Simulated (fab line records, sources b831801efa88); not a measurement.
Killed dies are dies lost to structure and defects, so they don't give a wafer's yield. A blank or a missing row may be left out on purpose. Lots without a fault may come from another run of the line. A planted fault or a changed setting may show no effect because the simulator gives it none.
Which tool did it? | flow gf180mcu | 15 lots, 42 wafers sampled, at 5 steps of a route of 602

WHAT THE GAUGES READ, wafer by wafer
GF_STI_THK_MEAS_04.
lot  | measured    | on            | STI_CVD_03_THK (nm)
L714 | day 1 13:34 | film_metro-04 | 208.7 208.8 208.0
L715 | day 1 18:34 | film_metro-03 | 206.9 206.1 207.8
L716 | day 2 00:34 | film_metro-03 | 205.1 204.9 205.7
L717 | day 2 05:14 | film_metro-04 | 203.0 204.8 202.0
L718 | day 2 09:34 | film_metro-02 | 207.7 208.3 208.7
L722 | day 3 06:21 | film_metro-03 | 212.3 212.6
L723 | day 3 11:25 | film_metro-03 | 207.8 207.6
L726 | day 4 02:35 | film_metro-04 | 210.7 211.7
L728 | day 4 13:11 | film_metro-04 | 208.9 209.1 209.4
L730 | day 4 23:17 | film_metro-02 | 211.9 212.0 212.1
L731 | day 5 02:47 | film_metro-03 | 210.5 211.1 213.2
L732 | day 5 07:34 | film_metro-02 | 208.3 210.6 208.6
L734 | day 5 18:44 | film_metro-03 | 209.5 211.3 211.1
L736 | day 6 03:34 | film_metro-03 | 209.1 209.2 207.3
L737 | day 6 09:10 | film_metro-02 | 208.0 207.0 209.0

GF_STI_CD_MEAS_12: target cd 220 nm.
lot  | measured    | on        | cd_nm (nm)
L714 | day 2 01:20 | cd_sem-02 | 219.9 219.1 219.4
L715 | day 2 06:31 | cd_sem-02 | 220.1 218.4 218.9
L716 | day 2 13:06 | cd_sem-02 | 220.8 221.7 220.5
L717 | day 2 17:27 | cd_sem-01 | 221.3 221.8 221.6
L718 | day 2 21:33 | cd_sem-01 | 220.1 218.4 219.5
L722 | day 3 19:01 | cd_sem-02 | 219.3 219.1
L723 | day 4 00:22 | cd_sem-01 | 220.4 219.3
L726 | day 4 15:50 | cd_sem-01 | 220.3 220.7
L728 | day 5 02:32 | cd_sem-02 | 220.5 220.2 220.6
L730 | day 5 13:05 | cd_sem-02 | 219.7 220.0 219.7
L731 | day 5 16:45 | cd_sem-02 | 219.5 218.9 219.1
L732 | day 5 21:46 | cd_sem-02 | 220.5 221.7 222.0
L734 | day 6 09:24 | cd_sem-01 | 218.8 219.8 219.8
L736 | day 6 18:38 | cd_sem-01 | 219.8 219.5 219.3
L737 | day 7 00:04 | cd_sem-02 | 220.4 219.6 219.4

GF_STI_THK_MEAS_22.
lot  | measured    | on            | STI_OXIDATION_01_THK (nm)
L714 | day 2 04:14 | film_metro-03 | 14.9 14.9 15.1
L715 | day 2 08:38 | film_metro-02 | 15.1 15.2 15.3
L716 | day 2 14:59 | film_metro-04 | 14.7 14.8 14.9
L717 | day 2 19:48 | film_metro-04 | 15.5 15.6 15.4
L718 | day 3 00:07 | film_metro-03 | 14.5 14.6 14.5
L722 | day 3 21:07 | film_metro-03 | 15.4 15.5
L723 | day 4 02:13 | film_metro-04 | 15.2 15.1
L726 | day 4 17:53 | film_metro-03 | 15.0 15.3
L728 | day 5 04:24 | film_metro-02 | 15.0 14.9 14.9
L730 | day 5 15:16 | film_metro-04 | 14.7 14.6 14.5
L731 | day 5 18:59 | film_metro-04 | 15.1 15.2 14.9
L732 | day 5 23:52 | film_metro-02 | 15.0 14.9 15.1
L734 | day 6 11:16 | film_metro-02 | 15.2 15.0 15.0
L736 | day 6 20:47 | film_metro-04 | 15.0 14.8 14.9
L737 | day 7 01:56 | film_metro-04 | 14.9 14.9 14.9

GF_VT_IMPLANT_RS_MEAS_49: measures by four-point-probe.
lot  | measured     | on            | MVPSD_RS (ohm/sq)
L714 | day 7 13:58  | film_metro-03 | 1167.1 1167.5 1166.5
L715 | day 7 19:59  | film_metro-01 | 1176.5 1172.3 1173.4
L716 | day 8 04:41  | film_metro-04 | 1173.8 1169.9 1165.3
L717 | day 8 11:01  | film_metro-03 | 1166.9 1167.3 1168.5
L718 | day 8 15:39  | film_metro-01 | 1173.8 1169.6 1173.0
L722 | day 9 22:32  | film_metro-04 | 1224.4 1168.1
L723 | day 10 05:28 | film_metro-01 | 1228.6 1171.6
L726 | day 11 00:14 | film_metro-04 | 1218.5 1166.6
L728 | day 11 13:22 | film_metro-03 | 1168.2 1168.5 1167.5
L730 | day 12 02:26 | film_metro-04 | 1172.2 1171.7 1171.9
L731 | day 12 09:16 | film_metro-01 | 1168.7 1167.6 1171.9
L732 | day 12 17:16 | film_metro-04 | 1171.4 1172.7 1172.4
L734 | day 13 05:22 | film_metro-01 | 1168.4 1169.7 1170.0
L736 | day 13 18:11 | film_metro-04 | 1168.6 1169.3 1172.6
L737 | day 14 03:23 | film_metro-03 | 1166.4 1167.6 1167.6

WHICH TOOL RAN EACH LOT (tool, then ch and the chambers of the sampled wafers, then the start)
lot  | GF_MVPSD_IMPLANT_09
L714 | implanter-03 ch 0, day 5 01:02
L715 | implanter-01 ch 0, day 5 05:09
L716 | implanter-04 ch 0, day 5 13:56
L717 | implanter-03 ch 0, day 5 19:22
L718 | implanter-01 ch 0, day 5 23:19
L722 | implanter-04 ch 0, day 7 02:38
L723 | implanter-04 ch 0, day 7 09:01
L726 | implanter-04 ch 0, day 8 02:02
L728 | implanter-03 ch 0, day 8 13:13
L730 | implanter-01 ch 0, day 9 01:33
L731 | implanter-01 ch 0, day 9 06:58
L732 | implanter-03 ch 0, day 9 13:18
L734 | implanter-01 ch 0, day 10 01:28
L736 | implanter-01 ch 0, day 10 11:49
L737 | implanter-04 ch 0, day 10 20:10
- GF_MVPSD_IMPLANT_09

WHAT THE TOOLS THEMSELVES READ (means of the sampled wafers that have a number; where no wafer has one, the mark that the record gives instead)
GF_MVPSD_IMPLANT_09.
lot  | tool         | beam_on_s (s) | faraday_current_uA
L714 | implanter-03 | 9.96          | 28.3
L715 | implanter-01 | 10.14         | 27.8
L716 | implanter-04 | 10.23         | 27.6
L717 | implanter-03 | 10.04         | 28.1
L718 | implanter-01 | 9.97          | 28.2
L722 | implanter-04 | 8.71          | 32.9
L723 | implanter-04 | 8.81          | 32.5
L726 | implanter-04 | 8.97          | 31.9
L728 | implanter-03 | 9.84          | 28.7
L730 | implanter-01 | 10.00         | 28.2
L731 | implanter-01 | 9.99          | 28.2
L732 | implanter-03 | 9.80          | 28.8
L734 | implanter-01 | 10.17         | 27.7
L736 | implanter-01 | 9.82          | 28.6
L737 | implanter-04 | 10.13         | 27.8

THE ANSWER, worked out from the rows above alone
Rule: what is usual is taken from the lots themselves. Put in order of their means at a reading, lots are off if they are a third of the lots or fewer, leave a main group of 4 or more, and stand apart from it by a gap of 3 or more times the standard deviation of the main group's means; of several such gaps the widest counts. A main group whose means are all the same, to the digits that the tables above print for the reading, isn't used. A lot without any number at a reading at which 4 lots or more have one is off too. The other lots that the step has rows for count as sound. The gauges are gone through in route order, then the tools' own readings, and for those a lot's mean is taken as printed above. The first step at which some lot is off is used, and at that step the reading that is off furthest; a lot without a number counts as furthest.
Off: L722, L723, L726, at GF_VT_IMPLANT_RS_MEAS_49 (MVPSD_RS). The main group: mean 1169.9 ohm/sq, standard deviation 2.2.
A tool fits if, at a process step before that reading, it ran every lot that is off, and no sound lot after the first of them. The gauges at GF_VT_IMPLANT_RS_MEAS_49 aren't tried: what is off there is off at GF_MVPSD_IMPLANT_09 too, on other tools, and a gauge's error can't cause that. None of those tried fits.

WHAT THE SIMULATOR HAD PUT IN
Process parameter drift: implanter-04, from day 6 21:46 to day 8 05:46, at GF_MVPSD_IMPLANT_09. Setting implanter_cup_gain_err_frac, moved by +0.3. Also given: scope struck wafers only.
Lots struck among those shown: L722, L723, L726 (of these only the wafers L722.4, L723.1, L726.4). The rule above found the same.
